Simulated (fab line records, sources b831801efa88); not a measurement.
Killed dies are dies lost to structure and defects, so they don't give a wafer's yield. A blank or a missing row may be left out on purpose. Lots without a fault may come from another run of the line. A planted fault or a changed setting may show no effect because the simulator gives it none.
fab line records | flow sky130 | part 2 of 2: steps 29 to 40 of 40
record lots=5 wafers=15 last_day=50
route steps=708 shown SD_N@354 SD_P@359 RES_XHIGH@360 SALICIDE@361 LI_CONTACT@362 LOCAL_INTERCONNECT@387
lots that met no fault: from a run of the same line without faults
start_h: hours from the record's first day to the start of the lot's first wafer shown | wait_h: hours since the lot's step before | " the same as in the row above | L1.1+2: a row that stands for several wafers | - no value, or no start given | * or withheld: withheld | < > ~ a bound
route shown NAME@n: a module of which the file shows steps, and the number in the route of the first | usual: mean/standard deviation of fault-free wafers | same: alike in all rows | chamber/n: place in a boat | sites: the reading at each site | _std_site: their standard deviation | _edge_site: outer sites' mean less inner sites' | radius_mm: how far each site lies from the wafer's centre | mask NAME#n: copy n | behind: the tool/chamber that last shaped the wafer | hold: why the lot was held/for how many hours/how that ended | device: the transistor (n, p or np) that didn't switch | end of line: the same wafers' tests at the end of the route | a step without rows: its recipe alone | killed: dies lost to structure and defects at the first sort, not the wafer's yield | map: a wafer's dies, x killed, . not, _ none there
set.NAME: the setting as run; set.NAME@STEP: as run at that earlier step | model.NAME: the simulator's own value behind a step, which no gauge read
lots at some steps of the route; a table a step, a row a wafer
services: from which hour (start_h, from the record's first day; less than 0 if before it) a tool's chamber was out of use, for how many hours, and why
## steps
# step SKY_LI_CONTACT_CVD_21
# recipe material=W target_thk_nm=400 time_s=120.56 temp_c=400 pressure_torr=40
# usual chamber_pressure_Torr=40.01/0.093 heater_power_w=816/110
# columns lot.wafer tool chamber start_h wait_h chamber_pressure_Torr heater_power_w
L078.3 cvd_w-02 0 695.46 0.1 40.14 774
L078.4 " 1 " " 39.98 698
L078.5 " 0 " " 40.11 780
L087.2 cvd_w-02 1 776.32 0.0 39.92 703
L087.3 " 0 " " 40.02 761
L087.5 " 1 " " 39.90 711
L088.1 cvd_w-02 0 788.53 0.0 39.92 780
L088.2 " 1 " " 40.14 701
L088.3 " 0 " " 39.93 774
L089.2 cvd_w-01 1 790.97 0.0 39.99 980
L089.4 " 1 " " 40.05 976
L089.5 " 1 " " 40.03 961
L094.1 cvd_w-01 1 864.89 0.0 39.96 963
L094.5 " 1 " " 40.08 985
L094.6 " 1 " " 39.99 974
# step SKY_LI_CONTACT_RS_MEAS_22
# recipe thk_meas_gauge=four-point-probe reads=W_of_LI_CONTACT_CVD_21+TiN_of_LI_CONTACT_SPUTTER_20+Ti_of_LI_CONTACT_SPUTTER_19
# usual LI_CONTACT_W_RS=0.286/0.0031
# columns lot.wafer tool chamber start_h wait_h LI_CONTACT_W_RS[ohm/sq]
L078.3 film_metro-01 - 695.59 0.1 0.282
L078.4 " - " " 0.286
L078.5 " - " " 0.284
L087.2 film_metro-02 - 776.46 0.1 0.285
L087.3 " - " " 0.282
L087.5 " - " " 0.288
L088.1 film_metro-02 - 788.65 0.1 0.281
L088.2 " - " " 0.285
L088.3 " - " " 0.283
L089.2 film_metro-04 - 791.11 0.1 0.289
L089.4 " - " " 0.288
L089.5 " - " " 0.289
L094.1 film_metro-02 - 865.14 0.2 0.283
L094.5 " - " " 0.287
L094.6 " - " " 0.284
# step SKY_LI_CONTACT_THK_MEAS_23
# recipe thk_meas_gauge=xrf reads=W_of_LI_CONTACT_CVD_21
# usual LI_CONTACT_W_THK=405/8.7
# columns lot.wafer tool chamber start_h wait_h LI_CONTACT_W_THK[nm]
L078.3 film_metro-01 - 695.69 0.1 407
L078.4 " - " " 402
L078.5 " - " " 400
L087.2 film_metro-02 - 776.57 0.1 408
L087.3 " - " " 414
L087.5 " - " " 407
L088.1 film_metro-02 - 788.77 0.1 415
L088.2 " - " " 410
L088.3 " - " " 415
L089.2 film_metro-04 - 791.22 0.1 391
L089.4 " - " " 391
L089.5 " - " " 391
L094.1 film_metro-02 - 865.26 0.1 403
L094.5 " - " " 398
L094.6 " - " " 403
# step SKY_LI_CONTACT_CMP_24
# recipe stop_on=PSG t_overpolish_s=20 down_force_psi=3.5 platen_rpm=60 target_thk_nm=0 pad_velocity_m_s=0.94248
# usual motor_current_A=11.3/1.2 overpolish_run_s=20.000/0.0092 time_to_endpoint_s=97/3.5
# columns lot.wafer tool chamber start_h wait_h motor_current_A overpolish_run_s time_to_endpoint_s
L078.3 cmp-02 2 695.90 0.2 14.0 20.008 96
L078.4 " 0 " " 10.3 19.996 95
L078.5 " 2 " " 13.4 19.987 92
L087.3 cmp-01 3 776.86 0.3 10.6 19.989 98
L087.2 " 0 " " 12.5 20.004 94
L087.5 " 3 " " 11.1 19.997 98
L088.1 cmp-02 3 789.37 0.6 11.2 20.008 100
L088.3 " 1 " " 9.9 19.998 100
L088.2 " 2 " " 13.9 19.991 91
L089.2 cmp-02 0 791.37 0.1 10.0 20.012 90
L089.4 " 1 " " 10.0 19.982 97
L089.5 " 2 " " 13.8 19.993 94
L094.1 cmp-02 2 865.43 0.2 13.5 20.003 90
L094.6 " 1 " " 10.4 19.996 99
L094.5 " 2 " " 12.7 20.018 90
# step SKY_LOCAL_INTERCONNECT_SPUTTER_00
# recipe material=TiN target_thk_nm=100 temp_c=300 power_w=6500 time_s=83.3 chamber_pressure_pa=0.4
# usual throttle_valve_pct=30.3/0.94
# columns lot.wafer tool chamber start_h wait_h throttle_valve_pct
L078.3 pvd_sputter-01 - 696.20 0.2 31.0
L078.4 " - " " 31.1
L078.5 " - " " 30.9
L087.2 pvd_sputter-01 - 777.11 0.1 29.7
L087.3 " - " " 31.3
L087.5 " - " " 31.4
L088.1 pvd_sputter-02 - 789.67 0.2 29.9
L088.2 " - " " 28.2
L088.3 " - " " 30.1
L089.2 pvd_sputter-01 - 791.57 0.1 29.8
L089.4 " - " " 31.3
L089.5 " - " " 31.2
L094.1 pvd_sputter-02 - 865.68 0.2 29.7
L094.5 " - " " 30.2
L094.6 " - " " 31.1
# step SKY_LOCAL_INTERCONNECT_RS_MEAS_01
# recipe thk_meas_gauge=four-point-probe reads=TiN_of_LOCAL_INTERCONNECT_SPUTTER_00
# usual LOCAL_INTERCONNECT_TIN_RS=14.09/0.16
# columns lot.wafer tool chamber start_h wait_h LOCAL_INTERCONNECT_TIN_RS[ohm/sq]
L078.3 film_metro-03 - 696.30 0.1 14.26
L078.4 " - " " 14.20
L078.5 " - " " 14.19
L087.2 film_metro-01 - 777.20 0.1 14.30
L087.3 " - " " 14.53
L087.5 " - " " 14.51
L088.1 film_metro-01 - 789.73 0.0 13.97
L088.2 " - " " 14.29
L088.3 " - " " 14.07
L089.2 film_metro-01 - 791.66 0.1 13.99
L089.4 " - " " 14.25
L089.5 " - " " 14.25
L094.1 film_metro-02 - 865.75 0.0 14.02
L094.5 " - " " 14.01
L094.6 " - " " 14.08
# step SKY_LOCAL_INTERCONNECT_THK_MEAS_02
# recipe thk_meas_gauge=xrf reads=TiN_of_LOCAL_INTERCONNECT_SPUTTER_00
# usual LOCAL_INTERCONNECT_TIN_THK=100.1/1.1
# columns lot.wafer tool chamber start_h wait_h LOCAL_INTERCONNECT_TIN_THK[nm]
L078.3 film_metro-03 - 696.40 0.1 98.7
L078.4 " - " " 99.5
L078.5 " - " " 99.6
L087.2 film_metro-01 - 777.31 0.1 99.1
L087.3 " - " " 97.9
L087.5 " - " " 97.4
L088.1 film_metro-01 - 789.85 0.1 101.3
L088.2 " - " " 98.7
L088.3 " - " " 100.5
L089.2 film_metro-01 - 791.77 0.1 101.1
L089.4 " - " " 99.1
L089.5 " - " " 99.4
L094.1 film_metro-02 - 865.87 0.1 101.7
L094.5 " - " " 101.7
L094.6 " - " " 101.3
# step SKY_LOCAL_INTERCONNECT_DEHYDRATE_03
# recipe temp_c=200 time_s=60
# columns lot.wafer tool chamber start_h wait_h
L078.3+4+5 litho_track-01 0 709.44 13.0
L087.2+3+5 litho_track-01 0 789.61 12.3
L088.1+2+3 litho_track-03 0 802.16 12.3
L089.2+4+5 litho_track-03 0 804.09 12.3
L094.1+5+6 litho_track-04 0 878.46 12.6
# step SKY_LOCAL_INTERCONNECT_HMDS_04
# recipe prime_time_s=60 prime_temp_c=120
# columns lot.wafer tool chamber start_h wait_h
L078.3+4+5 litho_track-01 0 709.59 0.1
L087.2+3+5 litho_track-01 0 789.76 0.1
L088.1+2+3 litho_track-03 0 802.31 0.1
L089.2+4+5 litho_track-03 0 804.24 0.1
L094.1+5+6 litho_track-04 0 878.61 0.1
# step SKY_LOCAL_INTERCONNECT_COAT_05
# recipe resist=BARC temp_c=withheld time_s=withheld spin_rpm=3000 resist_thk_nm=60
# columns lot.wafer tool chamber start_h wait_h
L078.3+4+5 litho_track-01 0 709.74 0.1
L087.2+3+5 litho_track-01 0 789.91 0.1
L088.1+2+3 litho_track-03 0 802.46 0.1
L089.2+4+5 litho_track-03 0 804.39 0.1
L094.1+5+6 litho_track-04 0 878.76 0.1
# step SKY_LOCAL_INTERCONNECT_COAT_06
# recipe resist=KrF-thick spin_rpm=3000 resist_thk_nm=450
# columns lot.wafer tool chamber start_h wait_h
L078.3+4+5 litho_track-01 0 - -
L087.2+3+5 litho_track-01 0 - -
L088.1+2+3 litho_track-03 0 - -
L089.2+4+5 litho_track-03 0 - -
L094.1+5+6 litho_track-04 0 - -
# step SKY_LOCAL_INTERCONNECT_SOFTBAKE_07
# recipe temp_c=100 time_s=90 resist=KrF-thick
# columns lot.wafer tool chamber start_h wait_h
L078.3+4+5 litho_track-01 0 - -
L087.2+3+5 litho_track-01 0 - -
L088.1+2+3 litho_track-03 0 - -
L089.2+4+5 litho_track-03 0 - -
L094.1+5+6 litho_track-04 0 - -
## services
# columns tool chamber start_h hours kind
krf_scanner-02 - 650.19 1.3 pm
cmp-01 - 654.69 66.4 repair
rie_diel-04 - 669.67 2.8 pm
cvd_w-02 - 672.72 1.0 repair
hdpcvd-01 1 674.83 4.2 repair
krf_scanner-02 - 681.49 0.8 pm
pvd_sputter-04 - 689.11 0.8 repair
wet_bench-03 - 693.71 2.6 repair
wet_bench-03 - 710.11 1.9 pm
pvd_sputter-04 - 715.19 2.5 repair
wet_bench-03 - 719.42 3.7 repair
cmp-02 - 721.33 15.0 pm
cmp-02 - 721.96 0.5 repair
cmp-02 - 744.20 4.0 pm
cmp-02 - 780.30 1.2 repair
cmp-02 - 800.65 1.4 repair
cmp-02 - 806.36 3.8 pm
pvd_sputter-02 - 807.03 6.9 repair
cmp-02 - 823.11 11.2 repair
pvd_sputter-03 - 839.46 1.6 repair
pvd_sputter-04 - 847.50 3.9 repair
pvd_sputter-04 - 849.71 3.3 repair
rie_diel-04 3 857.93 5.8 repair
pvd_sputter-04 - 869.93 10.5 repair
